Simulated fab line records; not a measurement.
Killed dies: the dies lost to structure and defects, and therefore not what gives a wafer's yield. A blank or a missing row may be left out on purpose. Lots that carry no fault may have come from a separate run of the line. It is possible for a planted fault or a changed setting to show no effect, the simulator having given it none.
The tool behind it: which one? | flow gf180mcu | 42 wafers from 14 lots sampled at 3 of the route's 602 steps

## WHAT THE GAUGES READ, wafer by wafer
GF_STI_THK_MEAS_24. Usual: for STI_CVD_23_THK the level is 656 nm and the standard deviation is 8.2.
lot  | measured    | on            | STI_CVD_23_THK (nm) | flag
L518 | day 2 03:34 | film_metro-03 | 653 653 646         |
L519 | day 2 09:38 | film_metro-03 | 653 652 661         |
L520 | day 2 14:07 | film_metro-04 | 657 645 643         |
L521 | day 2 19:32 | film_metro-04 | 655 658 656         |
L522 | day 3 00:24 | film_metro-04 | 645 641 658         |
L523 | day 3 05:01 | film_metro-04 | 665 663 667         |
L524 | day 3 10:58 | film_metro-04 | 661 674 660         |
L525 | day 3 17:22 | film_metro-03 | 653 659 655         |
L526 | day 3 21:22 | film_metro-02 | 645 647 644         |
L527 | day 4 01:14 | film_metro-03 | 661 661 658         |
L534 | day 5 14:35 | film_metro-02 | 690 685 679         | OFF
L535 | day 5 19:05 | film_metro-02 | 682 685 676         | OFF
L538 | day 6 10:22 | film_metro-02 | 650 640 646         |
L539 | day 6 16:09 | film_metro-02 | 649 646 647         |

GF_V1_THK_MEAS_01. Usual: for V1_CVD_00_THK the level is 600 nm and the standard deviation is 6.1.
lot  | measured     | on            | V1_CVD_00_THK (nm) | flag
L518 | day 17 03:40 | film_metro-03 | 594 604 597        |
L519 | day 17 06:11 | film_metro-03 | 604 600 601        |
L520 | day 17 16:06 | film_metro-02 | 596 597 593        |
L521 | day 18 11:16 | film_metro-04 | 605 605 605        |
L522 | day 18 21:31 | film_metro-02 | 604 598 595        |
L523 | day 19 17:22 | film_metro-03 | 586 591 607        |
L524 | day 19 17:00 | film_metro-04 | 603 600 601        |
L525 | day 20 05:12 | film_metro-04 | 605 610 602        |
L526 | day 20 05:35 | film_metro-02 | 605 595 606        |
L527 | day 20 16:44 | film_metro-04 | 589 600 593        |
L534 | day 23 00:37 | film_metro-03 | 602 599 598        |
L535 | day 23 04:13 | film_metro-03 | 600 599 606        |
L538 | day 24 06:56 | film_metro-04 | 599 596 590        |
L539 | day 24 13:33 | film_metro-02 | 603 604 603        |

## EACH LOT AND THE TOOL THAT RAN IT (in order: tool; ch and the chambers of the sampled wafers; start)
lot  | GF_STI_CVD_23
L518 | hdpcvd-02 ch 0,1, day 2 03:29
L519 | hdpcvd-01 ch 0,1,2, day 2 09:34
L520 | hdpcvd-02 ch 0,1,2, day 2 14:02
L521 | hdpcvd-01 ch 1,2, day 2 19:28
L522 | hdpcvd-02 ch 0,1,2, day 3 00:20
L523 | hdpcvd-01 ch 1,2, day 3 04:56
L524 | hdpcvd-01 ch 1,2, day 3 10:53
L525 | hdpcvd-02 ch 0,1,2, day 3 17:18
L526 | hdpcvd-02 ch 0,1,2, day 3 21:18
L527 | hdpcvd-01 ch 0,1, day 4 01:10
L534 | hdpcvd-01 ch 0,1, day 5 14:30
L535 | hdpcvd-01 ch 0,1,2, day 5 19:01
L538 | hdpcvd-02 ch 0,2, day 6 10:17
L539 | hdpcvd-02 ch 0,2, day 6 16:02
- GF_STI_CVD_23: deposits SiO2, target thk 650 nm, time 108.3 s.

## AS READ BY THE TOOLS THEMSELVES (means over the sampled wafers that have a number; for cases with no such wafer, the mark the record gives instead)
GF_STI_CVD_23. Usual: 59.99 sccm for sih4_flow_sccm, sd 0.19.
lot  | tool      | sih4_flow_sccm (sccm) | flag
L518 | hdpcvd-02 | 59.95                 |
L519 | hdpcvd-01 | 60.03                 |
L520 | hdpcvd-02 | 60.08                 |
L521 | hdpcvd-01 | 60.09                 |
L522 | hdpcvd-02 | 60.13                 |
L523 | hdpcvd-01 | 59.94                 |
L524 | hdpcvd-01 | 59.76                 |
L525 | hdpcvd-02 | 59.91                 |
L526 | hdpcvd-02 | 59.95                 |
L527 | hdpcvd-01 | 59.89                 |
L534 | hdpcvd-01 | 60.01                 |
L535 | hdpcvd-01 | 59.94                 |
L538 | hdpcvd-02 | 60.06                 |
L539 | hdpcvd-02 | 59.84                 |

## THE ANSWER, worked out from the rows above alone
Rule: lot off if the mean of its wafers having a number is beyond 3 standard deviations from the usual mean. A lot without any number at a reading at which 4 lots or more have one is off too. The other lots that the step has rows for count as sound. After the gauges, taken in route order, come the tools' own readings; for these a lot's mean is taken, as printed above. The first step at which some lot is off is used, and at that step the reading that is off furthest; a lot without a number counts as furthest.
Off: at GF_STI_THK_MEAS_24 (STI_CVD_23_THK), L534, L535.
If a tool, at a process step before that reading, ran all the lots that are off and no sound lot after the first of them, it fits. Gauges at GF_STI_THK_MEAS_24: tried the same way as those tools. One fits: GF_STI_CVD_23 on hdpcvd-01. Its last sound lot is L527 (day 4 01:10), its first lot that is off L534 (day 5 14:30): a fault that began between those two fits.

## WHAT THE SIMULATOR HAD PUT IN
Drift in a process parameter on hdpcvd-01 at GF_STI_CVD_23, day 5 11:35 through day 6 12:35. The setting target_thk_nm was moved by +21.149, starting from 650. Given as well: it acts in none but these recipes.
Shown lots that were struck: L534, L535. Same finding as the rule above.
